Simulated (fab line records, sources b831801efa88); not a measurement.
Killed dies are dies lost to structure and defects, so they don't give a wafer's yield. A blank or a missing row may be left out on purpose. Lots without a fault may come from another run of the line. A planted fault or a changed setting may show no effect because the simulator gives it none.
Problem report in the 8D (eight disciplines) form, filled by code | flow sky130 | the parts of the form that need people (team, actions taken, sign-off) are left out

1. THE PROBLEM
oes_product_au at SKY_METAL2_METAL_ETCH_19 reads a mean of 0.695 a.u. on 6 wafers of 2 lots; wafers without a fault read 0.855 a.u. with a standard deviation of 0.0061. That is -26 standard deviations from the usual mean.
The step: etches the open film in Cl2/BCl3, stops on SiO2, target depth 360 nm, time 78 s.
First seen on wafer L481.2, day 40 07:43, on rie_metal-03. The record holds 33 wafers of 11 lots with a number at this step. Rule for "out", or "out of limits": more than 4 standard deviations from the usual mean. The other wafers with a number count as sound.

2. WHAT IT IS AND WHAT IT IS NOT
question                    | is                     | is not
which readings at this step | oes_product_au         | throttle_valve_pct
which lots                  | L481, L483             | L465, L469, L470, L471, L472, L473, L478, L482, L484
which wafers of those lots  | all that have a number | -
read on which tools         | rie_metal-03           | rie_metal-01, rie_metal-04
when                        | from day 40 07:43      | up to then (21 sound wafers); but 6 sound wafers of L482, L484 came after

3. SUSPECTS, AND WHAT RULES EACH OUT
Counting: a tool at a process step up to the reading stays a suspect if it ran every lot that is out and no sound lot after the first of them.
- rie_metal-03 at SKY_METAL2_METAL_ETCH_19 (etches the open film in Cl2/BCl3, stops on SiO2, target depth 360 nm, time 78 s): kept. It ran every lot that is out, first L481 (day 40 07:43), and no sound lot after that; its last sound lot up to then is L478 (day 39 12:02). Its own readings are out on those wafers: oes_product_au.
Left after counting: rie_metal-03 at SKY_METAL2_METAL_ETCH_19.

4. THE CAUSE (what the simulator had put in)
Process parameter drift: rie_metal-03, from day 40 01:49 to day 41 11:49, at SKY_METAL2_METAL_ETCH_19. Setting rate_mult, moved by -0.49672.
Counting left only this tool.

5. THE CHAIN OF EFFECTS, in route order
Each row: a reading whose mean over the struck wafers that have a number lies more than 3 standard deviations from the usual. Only readings for which the record gives a usual standard deviation are gone through. hours: the time from each lot's start at the first step in this table that gives one to its start at this step, as a median over the lots. sigmas: the change in usual standard deviations.
hours | step                     | reading                  | usual      | on struck wafers | change | sigmas
0     | SKY_METAL2_METAL_ETCH_19 | oes_product_au           | 0.855 a.u. | 0.695            | -0.160 | -26
0     | SKY_METAL2_STRIP_20      | oes_product_au           | 0.343 a.u. | 0.396            | +0.052 | +9.7
0     | SKY_METAL2_STRIP_20      | strip_time_to_endpoint_s | 2.71 s     | 3.93             | +1.22  | +19
225   | SKY_PAD_OPEN_PROBE_99    | defect_limited_yield     | 82.2 %     | 0.0              | -82.2  | -43
225   | SKY_PAD_OPEN_PROBE_99    | killed_at_M0_to_M3       | 43         | 449              | +406   | +64
225   | SKY_PAD_OPEN_PROBE_99    | killed_dies              | 87         | 492              | +405   | +43
225   | SKY_PAD_OPEN_PROBE_99    | killed_on_rim            | 17         | 96               | +79    | +20
225   | SKY_PAD_OPEN_PROBE_99    | sort_bin_5_function      | 10.6 %     | 93.1             | +82.5  | +55
225   | SKY_PAD_OPEN_PROBE_99    | sort_n_pass              | 405        | 0                | -405   | -43
225   | SKY_PAD_OPEN_PROBE_99    | sort_yield_pct           | 82.2 %     | 0.0              | -82.2  | -43
The process steps in it:
- SKY_METAL2_METAL_ETCH_19: etches the open film in Cl2/BCl3, stops on SiO2, target depth 360 nm, time 78 s.
- SKY_METAL2_STRIP_20: strips in O2/N2.
- SKY_PAD_OPEN_PROBE_99

6. WHAT WOULD HAVE CAUGHT IT SOONER
In this record the first reading out of limits was taken at day 40 07:43, 6 hours after the fault began at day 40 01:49.
